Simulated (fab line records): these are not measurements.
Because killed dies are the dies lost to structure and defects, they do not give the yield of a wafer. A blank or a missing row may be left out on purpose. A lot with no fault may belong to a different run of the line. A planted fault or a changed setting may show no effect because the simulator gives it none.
Problem report in the 8D (eight disciplines) form, filled by code || flow sky130 || the parts of the form that need people (team, actions taken, sign-off) are left out

## 1. WHAT WENT WRONG
A mean of 53.94 rpm is read at SKY_VIA2_CMP_02 for platen_rpm, taken on 1 wafer of 1 lot, against 60.00 rpm (standard deviation 0.041) on wafers free of any fault. So: -99 or more standard deviations from the usual mean.
The step: polishes SiO2.
Earliest sighting: wafer L797.4 on cmp-02 at day 40 09:05. At this step, 36 wafers from 12 lots have a number in the record. Rule for "out" (also "out of limits"): further than 4 standard deviations from the usual mean. All remaining wafers that have a number are taken as sound.

## 2. WHAT IT IS AND WHAT IT IS NOT
{"question": "which readings at this step", "is": "platen_rpm", "is not": "head_pressure_psi, motor_current_A"}
{"question": "which lots", "is": "L797", "is not": "L781, L784, L786, L788, L789, L790, L792, L793, L795, L800, L804"}
{"question": "which wafers of those lots", "is": "L797.4", "is not": "L797.2, L797.3"}
{"question": "read on which tools", "is": "cmp-02", "is not": "cmp-01"}
{"question": "when", "is": "from day 40 09:05", "is not": "up to then (29 sound wafers); but 6 sound wafers of L800, L804 came after"}

## 3. THE SUSPECTS, EACH WITH WHAT RULES IT OUT
Counting: if a tool at a process step up to the reading ran every lot that is out, it stays a suspect. Sound lots after the first of them don't rule it out here, since some wafers of a struck lot are sound.
- cmp-02 at SKY_VIA2_CMP_02 (polishes SiO2): kept. It ran the lot that is out, L797 (day 40 09:05); its last sound lot up to then is L795 (day 39 12:53). Its own platen_rpm readings are out on those wafers.
- In cmp-02 at SKY_VIA2_CMP_02, the wafers that are out were processed in chamber 1 and their sound lot-mates in chambers 2, 3.
Remaining after the count: cmp-02 at SKY_VIA2_CMP_02.

## 4. THE CAUSE (what the simulator had put in)
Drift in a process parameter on cmp-02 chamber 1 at SKY_VIA2_CMP_02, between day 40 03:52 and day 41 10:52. The setting platen_rpm was moved by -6, starting from 60. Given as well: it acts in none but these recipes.
Counting left only this tool.

## 5. THE CHAIN OF EFFECTS, in route order
Each row: a reading whose mean over the struck wafers that have a number lies more than 3 standard deviations from the usual. Only readings whose record carries a usual standard deviation are examined. hours: median over the lots of the time between each lot's start at the first step of this table that gives one and its start at this step. sigmas: the change, counted in usual standard deviations.
{"hours": 0, "step": "SKY_VIA2_CMP_02", "reading": "platen_rpm", "usual": "60.00 rpm", "on struck wafers": 53.94, "change": -6.06, "sigmas": "-99 or more"}
Its process steps:
- SKY_VIA2_CMP_02: polishes SiO2.
Later measuring or inspecting steps at which every struck wafer that the step has a row for has a number for every such reading, and none has moved that far: SKY_VIA2_THK_MEAS_23.

## 6. WHAT WOULD HAVE CAUGHT IT SOONER
The fault began at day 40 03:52; the first out-of-limits reading in this record came at day 40 09:05, 5 hours later.
